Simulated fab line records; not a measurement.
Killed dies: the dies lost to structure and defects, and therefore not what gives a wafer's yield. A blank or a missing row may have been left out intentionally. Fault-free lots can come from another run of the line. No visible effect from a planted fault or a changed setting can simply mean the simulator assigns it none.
fab line records ; flow gf180mcu ; part 2 of 2: steps 32 to 43 of 43
record lots=5; wafers=15; lastDay=33
route steps=602 shown HV_LDD@227 NSD@235 PSD@248 SAB@264
lots untouched by any fault: they come from a run of this same line in which no faults occurred
startH: start of the lot's first displayed wafer, in hours after the record's first day ; waitH: hours from the lot's prior step to this one ; " unchanged from the row above ; L1.1+2: one row covering several wafers at once ; - no value present, or no start provided ; * or withheld: withheld ; < > ~ a bound
route shown NAME@n: names a module that has steps shown in the file, with the first one's number in the route ; usual: mean and standard deviation over wafers with no fault ; same: alike in all rows ; chamber/n: place in a boat ; sites: the reading at each site ; _std_site: the standard deviation of these ; _edge_site: the outer-site mean with the inner-site mean subtracted ; radiusMm: how far each site lies from the wafer's centre ; mask NAME#n: copy n ; behind: the most recent tool/chamber to have shaped the wafer ; hold: why the lot went on hold/how many hours it stayed there/how the hold came to an end ; device: the n, p or np transistor that did not switch ; end of line: the tests these same wafers got at the end of their route ; where a step has no rows: the recipe by itself ; killed: the dies lost at the first sort to structure and to defects; this is not the yield of the wafer ; map: a wafer's dies, marking killed ones x, the rest . and places with no die _
set.NAME: the run value of the setting; set.NAME@STEP: its run value at that earlier step ; model.NAME: the simulator's own value behind a step, which no gauge read
lots at some steps of the route; a table a step, a row a wafer
services: the hour from which a tool's chamber was out of use, counted from the record's first day as startH (under 0 if before that day), plus the number of hours and why
## steps
# step GF_PSD_STRIP_10
# recipe chemistry=O2/N2; powerW=1400; pressureMtorr=1500; platenTempC=250; o2FlowSccm=3000; n2FlowSccm=300; overashFraction=0.5
# usual drypumpMotorCurrentA=5.7/0.41; heaterPowerW=332/29; oesProductAu=0.592/0.0044; platenTempC=250.01/0.19; stripTimeToEndpointS=16.52/0.035
# same overashFraction=0.5
lot.wafer;tool;chamber;startH;waitH;drypumpMotorCurrentA;heaterPowerW;oesProductAu;platenTempC;rfHoursCounterH;stripTimeToEndpointS
L075.2;plasmaAsher-04;0;324.62;0.1;6.4;283;0.588;249.61;19;16.52
L075.4;plasmaAsher-04;1;324.62;0.1;5.8;338;0.588;250.23;-;16.54
L075.5;plasmaAsher-04;1;324.62;0.1;5.8;329;0.591;249.81;-;16.53
L078.2;plasmaAsher-02;0;353.37;0.1;5.9;321;0.594;250.22;58;16.47
L078.4;plasmaAsher-02;1;353.37;0.1;5.4;380;0.592;250.17;-;16.44
L078.6;plasmaAsher-02;0;353.37;0.1;5.9;300;0.591;250.16;-;16.48
L079.4;plasmaAsher-04;1;362.14;0.1;5.8;341;0.593;249.89;-;16.48
L079.5;plasmaAsher-04;0;362.14;0.1;6.4;287;0.591;250.02;-;16.45
L079.6;plasmaAsher-04;1;362.14;0.1;5.8;344;0.591;250.00;-;16.47
L086.2;plasmaAsher-01;0;422.71;0.1;5.2;328;0.587;250.06;71;16.46
L086.5;plasmaAsher-01;1;422.71;0.1;6.0;348;0.589;249.87;-;16.51
L086.6;plasmaAsher-01;0;422.71;0.1;5.2;327;0.591;250.22;-;16.44
L091.1;plasmaAsher-04;0;463.08;0.1;6.4;279;0.596;250.04;33;16.50
L091.3;plasmaAsher-04;0;463.08;0.1;6.4;284;0.591;250.02;-;16.54
L091.4;plasmaAsher-04;1;463.08;0.1;5.8;342;0.587;250.01;-;16.50
# step GF_PSD_TW_MEAS_11
# usual PSD_TW=3200/13
lot.wafer;tool;chamber;startH;waitH;PSD_TW
L075.2;filmMetro-02;-;324.73;0.1;3191
L075.4;filmMetro-02;-;324.73;0.1;3190
L075.5;filmMetro-02;-;324.73;0.1;3179
L078.2;filmMetro-02;-;353.48;0.1;3200
L078.4;filmMetro-02;-;353.48;0.1;3193
L078.6;filmMetro-02;-;353.48;0.1;3192
L079.4;filmMetro-03;-;362.24;0.1;3208
L079.5;filmMetro-03;-;362.24;0.1;3215
L079.6;filmMetro-03;-;362.24;0.1;3195
L086.2;filmMetro-02;-;422.82;0.1;3176
L086.5;filmMetro-02;-;422.82;0.1;3185
L086.6;filmMetro-02;-;422.82;0.1;3177
L091.1;filmMetro-01;-;463.18;0.1;3206
L091.3;filmMetro-01;-;463.18;0.1;3200
L091.4;filmMetro-01;-;463.18;0.1;3191
# step GF_PSD_CLEAN_12
# recipe chemistry=SC1/SC2; mix=1:4:20; tempC=70; timeS=150; dry=n2Spin
lot.wafer;tool;chamber;startH;waitH
L075.2+4+5;wetBench-01;3;324.78;0.0
L078.2+4+6;wetBench-04;0;353.53;0.0
L079.4+5+6;wetBench-04;0;362.27;0.0
L086.2+5+6;wetBench-02;1;422.87;0.0
L091.1+3+4;wetBench-04;0;463.24;0.1
# step GF_PSD_RTA_13
# recipe tempC=1025; timeS=20; ambient=N2
# usual annealTempCMax=1029.0/0.7; lampPowerPct=33.5/2.4; wafer_temp_C_max=1030.0/1.4
lot.wafer;tool;chamber;startH;waitH;annealTempCMax;lampPowerPct;wafer_temp_C_max
L075.2;rtpAnneal-02;0;324.85;0.0;1029.0;35.4;1028.5
L075.4;rtpAnneal-02;0;324.85;0.0;1028.3;35.4;1028.5
L075.5;rtpAnneal-02;0;324.85;0.0;1027.1;35.4;1028.9
L078.2;rtpAnneal-02;0;353.60;0.0;1029.3;35.4;1028.2
L078.4;rtpAnneal-02;0;353.60;0.0;1029.3;35.4;1028.8
L078.6;rtpAnneal-02;0;353.60;0.0;1028.1;35.4;1029.6
L079.4;rtpAnneal-01;0;362.36;0.0;1030.6;30.4;1033.1
L079.5;rtpAnneal-01;0;362.36;0.0;1028.9;30.3;1029.3
L079.6;rtpAnneal-01;0;362.36;0.0;1029.5;30.3;1030.8
L086.2;rtpAnneal-02;0;422.93;0.0;1029.3;35.4;1028.9
L086.5;rtpAnneal-02;0;422.93;0.0;1029.3;35.4;1029.2
L086.6;rtpAnneal-02;0;422.93;0.0;1029.1;35.4;1027.6
L091.1;rtpAnneal-01;0;463.29;0.0;1030.6;30.4;1031.4
L091.3;rtpAnneal-01;0;463.29;0.0;1029.9;30.4;1032.6
L091.4;rtpAnneal-01;0;463.29;0.0;1029.1;30.4;1032.1
# step GF_PSD_RS_MEAS_14
# recipe thkMeasGauge=four-point-probe
# usual NSD_RS=46.12/0.1
lot.wafer;tool;chamber;startH;waitH;NSD_RS[ohm/sq]
L075.2;filmMetro-02;-;324.94;0.1;46.07
L075.4;filmMetro-02;-;324.94;0.1;46.13
L075.5;filmMetro-02;-;324.94;0.1;46.10
L078.2;filmMetro-03;-;353.69;0.1;46.03
L078.4;filmMetro-03;-;353.69;0.1;46.06
L078.6;filmMetro-03;-;353.69;0.1;46.08
L079.4;filmMetro-02;-;362.46;0.1;46.27
L079.5;filmMetro-02;-;362.46;0.1;46.16
L079.6;filmMetro-02;-;362.46;0.1;46.14
L086.2;filmMetro-01;-;423.02;0.1;46.19
L086.5;filmMetro-01;-;423.02;0.1;45.98
L086.6;filmMetro-01;-;423.02;0.1;46.10
L091.1;filmMetro-02;-;463.37;0.1;45.94
L091.3;filmMetro-02;-;463.37;0.1;45.96
L091.4;filmMetro-02;-;463.37;0.1;46.08
# step GF_PSD_RS_MEAS_15
# recipe thkMeasGauge=four-point-probe
# usual PSD_RS=108.53/0.29
lot.wafer;tool;chamber;startH;waitH;PSD_RS[ohm/sq]
L075.2;filmMetro-02;-;325.06;0.1;108.37
L075.4;filmMetro-02;-;325.06;0.1;108.39
L075.5;filmMetro-02;-;325.06;0.1;108.63
L078.2;filmMetro-03;-;353.81;0.1;108.25
L078.4;filmMetro-03;-;353.81;0.1;108.33
L078.6;filmMetro-03;-;353.81;0.1;108.16
L079.4;filmMetro-02;-;362.58;0.1;108.93
L079.5;filmMetro-02;-;362.58;0.1;109.14
L079.6;filmMetro-02;-;362.58;0.1;108.89
L086.2;filmMetro-01;-;423.14;0.1;108.57
L086.5;filmMetro-01;-;423.14;0.1;108.40
L086.6;filmMetro-01;-;423.14;0.1;108.14
L091.1;filmMetro-02;-;463.49;0.1;108.44
L091.3;filmMetro-02;-;463.49;0.1;108.11
L091.4;filmMetro-02;-;463.49;0.1;108.84
# step GF_SAB_CVD_00
# recipe material=SiO2; targetThkNm=50; precursor=TEOS; tempC=400; timeS=4.9302; rfW=600
# usual heaterPowerW=625/93
lot.wafer;tool;chamber;startH;waitH;heaterPowerW
L075.2;pecvd-03;1;325.17;0.1;678
L075.4;pecvd-03;1;325.17;0.1;705
L075.5;pecvd-03;1;325.17;0.1;715
L078.2;pecvd-04;0;353.91;0.1;752
L078.4;pecvd-04;1;353.91;0.1;453
L078.6;pecvd-04;2;353.91;0.1;627
L079.4;pecvd-04;1;362.65;0.0;493
L079.5;pecvd-04;0;362.65;0.0;617
L079.6;pecvd-04;2;362.65;0.0;554
L086.2;pecvd-01;2;423.24;0.1;527
L086.5;pecvd-01;0;423.24;0.1;777
L086.6;pecvd-01;1;423.24;0.1;562
L091.1;pecvd-01;0;463.61;0.1;819
L091.3;pecvd-01;1;463.61;0.1;610
L091.4;pecvd-01;2;463.61;0.1;600
# step GF_SAB_THK_MEAS_01
# recipe reads=SiO2_of_SAB_CVD_00
# usual SAB_CVD_00_THK=49.7/0.71
lot.wafer;tool;chamber;startH;waitH;SAB_CVD_00_THK[nm]
L075.2;filmMetro-04;-;325.23;0.0;48.5
L075.4;filmMetro-04;-;325.23;0.0;48.9
L075.5;filmMetro-04;-;325.23;0.0;48.8
L078.2;filmMetro-02;-;353.94;0.0;49.4
L078.4;filmMetro-02;-;353.94;0.0;50.2
L078.6;filmMetro-02;-;353.94;0.0;49.8
L079.4;filmMetro-03;-;362.69;0.0;50.0
L079.5;filmMetro-03;-;362.69;0.0;50.2
L079.6;filmMetro-03;-;362.69;0.0;49.8
L086.2;filmMetro-02;-;423.27;0.0;48.7
L086.5;filmMetro-02;-;423.27;0.0;49.9
L086.6;filmMetro-02;-;423.27;0.0;49.8
L091.1;filmMetro-02;-;463.63;0.0;49.0
L091.3;filmMetro-02;-;463.63;0.0;49.1
L091.4;filmMetro-02;-;463.63;0.0;50.4
# step GF_SAB_DEHYDRATE_02
# recipe tempC=200; timeS=60
lot.wafer;tool;chamber;startH;waitH
L075.2+4+5;lithoTrack-01;0;334.99;9.8
L078.2+4+6;lithoTrack-04;0;363.73;9.8
L079.4+5+6;lithoTrack-01;0;373.54;10.8
L086.2+5+6;lithoTrack-02;0;434.97;11.7
L091.1+3+4;lithoTrack-04;0;474.80;11.2
# step GF_SAB_HMDS_03
# recipe primeTimeS=60; primeTempC=120
lot.wafer;tool;chamber;startH;waitH
L075.2+4+5;lithoTrack-01;0;335.14;0.1
L078.2+4+6;lithoTrack-04;0;363.88;0.1
L079.4+5+6;lithoTrack-01;0;373.69;0.1
L086.2+5+6;lithoTrack-02;0;435.12;0.1
L091.1+3+4;lithoTrack-04;0;474.95;0.1
# step GF_SAB_COAT_04
# recipe resist=NOVOLAK; spinRpm=3000; resistThkNm=1000
# usual dispensePressureKPa=50/5.7
lot.wafer;tool;chamber;startH;waitH;dispensePressureKPa
L075.2;lithoTrack-01;0;335.29;0.1;59
L075.4;lithoTrack-01;0;335.29;0.1;59
L075.5;lithoTrack-01;0;335.29;0.1;59
L078.2;lithoTrack-04;0;364.03;0.1;47
L078.4;lithoTrack-04;0;364.03;0.1;47
L078.6;lithoTrack-04;0;364.03;0.1;47
L079.4;lithoTrack-01;0;373.84;0.1;58
L079.5;lithoTrack-01;0;373.84;0.1;58
L079.6;lithoTrack-01;0;373.84;0.1;58
L086.2;lithoTrack-02;0;435.27;0.1;46
L086.5;lithoTrack-02;0;435.27;0.1;46
L086.6;lithoTrack-02;0;435.27;0.1;46
L091.1;lithoTrack-04;0;475.10;0.1;47
L091.3;lithoTrack-04;0;475.10;0.1;47
L091.4;lithoTrack-04;0;475.10;0.1;47
# step GF_SAB_SOFTBAKE_05
# recipe tempC=90; timeS=60; resist=NOVOLAK
lot.wafer;tool;chamber;startH;waitH
L075.2+4+5;lithoTrack-01;0;335.44;0.1
L078.2+4+6;lithoTrack-04;0;364.18;0.1
L079.4+5+6;lithoTrack-01;0;373.99;0.1
L086.2+5+6;lithoTrack-02;0;435.42;0.1
L091.1+3+4;lithoTrack-04;0;475.25;0.1
## services
tool;chamber;startH;hours;kind
implanter-02;-;257.50;0.6;repair
lpcvd-02;-;257.81;0.9;repair
rieDiel-03;-;264.97;2.8;pm
implanter-02;-;269.82;14.4;pm
implanter-03;-;281.47;5.9;repair
plasmaAsher-02;-;284.41;0.8;repair
implanter-03;-;305.22;4.0;repair
ilineStepper-02;-;309.43;5.2;repair
lpcvd-01;-;315.61;1.9;repair
rieDiel-03;-;319.81;1.3;repair
ilineStepper-01;-;320.83;4.4;pm
ilineStepper-02;-;336.68;1.7;pm
rieDiel-03;-;348.56;0.2;repair
lpcvd-02;-;357.82;6.1;pm
implanter-03;-;359.34;5.8;repair
ilineStepper-01;-;369.24;5.6;repair
ilineStepper-01;-;374.82;1.7;pm
ilineStepper-01;-;415.00;15.3;repair
implanter-03;-;415.03;4.7;pm
ilineStepper-01;-;419.91;5.3;repair
plasmaAsher-04;-;447.95;3.7;repair
plasmaAsher-04;-;451.69;2.8;pm
ilineStepper-02;-;461.51;7.0;repair
wetBench-01;-;469.38;1.9;repair
